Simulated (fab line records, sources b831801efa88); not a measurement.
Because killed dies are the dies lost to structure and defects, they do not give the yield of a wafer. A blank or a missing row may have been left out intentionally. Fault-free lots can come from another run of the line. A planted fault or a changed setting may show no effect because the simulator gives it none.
Matching of chambers ; flow sfq-line ; SFQ_TRILAYER_I6_CMP_CMP_166 on cmp-02 has 4 sister chambers
The step polishes SiO2. 14 wafers are shown with their chamber, then 7 later ones without.

== WAFERS, EACH WITH ITS CHAMBER ==
wafer;chamber;motor-current-A (A);time-to-endpoint-s (s);retaining-ring-pressure-frac
L630.2;1;8.6;233;1.002
L630.1;0;9.6;217;1.002
L630.4;3;9.5;224;1.005
L632.3;0;9.0;203;0.995
L632.4;3;9.6;223;0.997
L632.5;3;9.9;221;1.006
L634.2;2;10.7;204;1.008
L634.3;1;9.1;226;0.996
L634.5;0;9.4;219;1.000
L639.2;0;9.4;209;1.000
L639.4;3;9.7;220;0.989
L639.6;2;10.1;210;0.994
L641.3;1;9.2;227;1.005
L641.5;0;9.1;229;1.001

SIGNATURES (means of the wafers above)
reading;chamber 0;chamber 1;chamber 2;chamber 3;scatter within a chamber
motor-current-A;9.300;8.967;10.400;9.675;0.267
time-to-endpoint-s;215.40;228.67;207.00;222.00;6.72
retaining-ring-pressure-frac;0.99960;1.00100;1.00100;0.99925;0.00598
Rule: for a wafer and a chamber, the distance is found by dividing, reading by reading, the gap between the wafer's reading and the chamber's mean by the reading's scatter, squaring, summing and taking the root. If the next closest chamber is less than 2 further off than the closest, the wafer can't be placed; otherwise it belongs to the closest. The scatter: the root of (the sum of the squares of (reading less its chamber's mean) over the shown wafers, divided by (wafers less chambers)).

== WAFERS MISSING THEIR CHAMBER ==
wafer;motor-current-A (A);time-to-endpoint-s (s);retaining-ring-pressure-frac
L641.6;10.0;234;0.996
L643.4;9.7;215;0.998
L643.5;9.7;203;0.999
L643.6;9.5;216;1.010
L644.4;10.3;226;0.995
L644.1;9.2;217;1.003
L644.6;10.0;228;1.000

== EACH ONE'S CHAMBER ==
wafer;from the rows above;in truth
L641.6;can't be placed: 3 or 0 or 1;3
L643.4;can't be placed: 3 or 0 or 2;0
L643.5;can't be placed: 0 or 2 or 3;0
L643.6;can't be placed: 0 or 3 or 1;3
L644.4;can't be placed: 3 or 2 or 0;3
L644.1;can't be placed: 0 or 1 or 3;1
L644.6;can't be placed: 3 or 0 or 2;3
0 of 7 placed correctly. From these rows, 7 cannot be placed; in 7 the true chamber is one of the candidates. 0 placed wrongly.
